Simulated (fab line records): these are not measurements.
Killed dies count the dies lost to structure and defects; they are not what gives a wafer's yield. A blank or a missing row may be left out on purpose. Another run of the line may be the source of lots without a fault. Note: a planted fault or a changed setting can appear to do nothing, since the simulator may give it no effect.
A lot that was struck, set against a sound lot + flow gf180mcu + 17 steps out of a route of 602
Sound: these wafers, L189.3, L189.5, L189.6. Struck: wafers L195.1, L195.3 (left out: L195.2, a lot-mate that was not struck); the cause follows at the end.
Each step with rows lists, per side, the tool, then ch with its chambers, then its first start. Under that, the readings that differ: sound wafers + struck wafers + difference of the means + sigmas: that difference in standard deviations of wafers without a fault.
alike: readings whose means differ by less than 2 such deviations, and words and numbers that are the same on both sides. not compared: withheld readings, readings that some wafer has no value for, bounds like >300 that may hide the same value, and numbers for which the record gives no deviation and whose values overlap.
A row with sigmas, a row that says differs or no value, or rows on one side alone: a step with any of these is where the two part. Non-overlapping numbers with no deviation appear without sigmas and do not part them. A reading that every wafer of one side lacks parts them only if that side has two wafers or more.

first, 1 step without rows for these wafers: GF_STI_OXIDATION_01 (stabilise 600 s, purge 300 s, target thk 10 nm).
GF_STI_THK_MEAS_02:
  sound on filmMetro-04, day 3 23:23; struck on filmMetro-03, day 5 01:58
  alike: STI_OXIDATION_THK
then, 1 step without rows for these wafers: GF_STI_CVD_03 (deposits Si3N4 from DCS/NH3, target thk 207.16 nm, time 3551 s).
GF_STI_THK_MEAS_04:
  sound on filmMetro-04, day 4 01:25; struck on filmMetro-03, day 5 04:01
  alike: STI_CVD_03_THK
then, 7 steps without rows for these wafers: GF_STI_DEHYDRATE_05 (time 60 s); GF_STI_HMDS_06 (prime time 60 s); GF_STI_COAT_07 (resist thk 700 nm); GF_STI_SOFTBAKE_08 (time 60 s); GF_STI_EXPOSE_09 (exposes mask COMP, target cd 220 nm); GF_STI_PEB_10 (peb time 90 s); GF_STI_DEVELOP_11 (develop time 60 s).
GF_STI_CD_MEAS_12: target cd 220 nm.
  sound on cdSem-01, day 4 13:52; struck on cdSem-01, day 5 18:40
  alike: cdNm
GF_STI_ETCH_13: etches the open film in CHF3/O2, stops on Si, target depth 282.31 nm, time 112.9 s.
  sound on rieDiel-03 ch 2,3, day 4 13:56; struck on rieDiel-01 ch 0,3, day 5 18:47
| reading                             | sound             | struck      | difference | sigmas |
|-------------------------------------|-------------------|-------------|------------|--------|
| oesProductAu (a.u.)                 | 0.835 0.826 0.830 | 0.797 0.792 | -0.036     | -5     |
| model.KrF_of_STI_COAT_07.thkNm (nm) | 447.7 449 440     | 412.7 413.2 | -32.6      |        |
  alike: drypumpMotorCurrentA, rfFwdPowerW, throttleValvePct
  not compared: rfHoursCounterH
GF_STI_ETCH_14: etches Si in HBr/Cl2/O2, target depth 360 nm, time 102.9 s.
  sound on rieSi-01 ch 1,2,3, day 4 14:01; struck on rieSi-02 ch 1,3, day 5 18:52
| reading                             | sound           | struck      | difference | sigmas |
|-------------------------------------|-----------------|-------------|------------|--------|
| model.KrF_of_STI_COAT_07.thkNm (nm) | 327.7 333 320.7 | 290.7 294.6 | -34.5      |        |
  alike: drypumpMotorCurrentA, oesProductAu, rfFwdPowerW, throttleValvePct
  not compared: rfHoursCounterH
GF_STI_STRIP_15: strips in O2/N2.
  sound on plasmaAsher-02 ch 0,1, day 4 14:08; struck on plasmaAsher-02 ch 1, day 5 18:56
| reading                  | sound             | struck      | difference | sigmas |
|--------------------------|-------------------|-------------|------------|--------|
| oesProductAu (a.u.)      | 0.383 0.396 0.383 | 0.372 0.367 | -0.018     | -4     |
| stripTimeToEndpointS (s) | 3.81 3.88 3.74    | 3.42 3.46   | -0.37      | -7     |
  alike: drypumpMotorCurrentA, heaterPowerW
  not compared: rfHoursCounterH
then, 1 step without rows for these wafers: GF_STI_CLEAN_16 (cleans in dHF, time 25 s).
-- the record jumps here: 28 days lie between the struck wafers' starts before and after (it left off in module STI and takes up again in module PASSIVATION, whose first step shown is number 602 of the route) --
GF_PASSIVATION_PROBE_99:
  record: rows for the struck wafers here (prober-01, day 33 21:55), none for the sound ones

== WHERE THEY PART ==
At GF_STI_ETCH_13 first; at GF_PASSIVATION_PROBE_99 last (within this record only).

WHY: whatever the simulator had introduced
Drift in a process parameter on rieDiel-01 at GF_STI_ETCH_13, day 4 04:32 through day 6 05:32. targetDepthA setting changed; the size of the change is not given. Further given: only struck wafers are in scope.
